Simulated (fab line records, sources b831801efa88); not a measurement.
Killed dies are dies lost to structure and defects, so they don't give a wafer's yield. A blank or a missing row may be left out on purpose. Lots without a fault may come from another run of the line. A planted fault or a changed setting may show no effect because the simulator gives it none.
One fault seen from 2 desks | flow sfq_line | each desk has only its own numbers; what lay behind them comes last

THE TOOL OWNER'S DESK: pvd_sputter-05
The tool's own readings at SFQ_TRILAYER_R5_DEP_SPUTTER_132 (material Ti, target thk 5 nm, time 5 s): means of the sampled wafers that have a number, for each lot that ran on this tool. A lot is out of limits, marked OUT, if its mean lies more than 4 standard deviations from the usual mean; the brackets give that distance.
Columns: A = cathode_dc_power_W at SFQ_TRILAYER_R5_DEP_SPUTTER_132, usual 2000.0 W; B = throttle_valve_pct at SFQ_TRILAYER_R5_DEP_SPUTTER_132, usual 30.4 %
lot  | first seen here | A      | B
L134 | day 44 08:05    | 2000.0 | 30.4
L151 | day 61 15:05    | 2000.4 | 30.0
L153 | day 61 18:05    | 2000.1 | 29.2
This desk's finding: nothing out of limits on any of the 3 lots.

THE METROLOGY DESK
What the gauges read, lot by lot, whatever tool the lot ran on: means of the sampled wafers that have a number. A lot is out of limits, marked OUT, if its mean lies more than 4 standard deviations from the usual mean; the brackets give that distance.
Columns: A = M5_OVL at SFQ_M5_OVL_MEAS_932, usual 0 nm
lot  | first seen here | A
L133 | day 43 17:51    | 2
L134 | day 43 19:03    | 0
L151 | day 60 11:54    | -2
L153 | day 60 20:42    | 1
L154 | day 60 21:55    | 1
L155 | day 60 23:07    | -3
This desk's finding: nothing out of limits on any of the 6 lots.

PUT TOGETHER
The tool owner's desk saw nothing out of limits.
The metrology desk saw nothing out of limits.

WHAT THE SIMULATOR HAD PUT IN
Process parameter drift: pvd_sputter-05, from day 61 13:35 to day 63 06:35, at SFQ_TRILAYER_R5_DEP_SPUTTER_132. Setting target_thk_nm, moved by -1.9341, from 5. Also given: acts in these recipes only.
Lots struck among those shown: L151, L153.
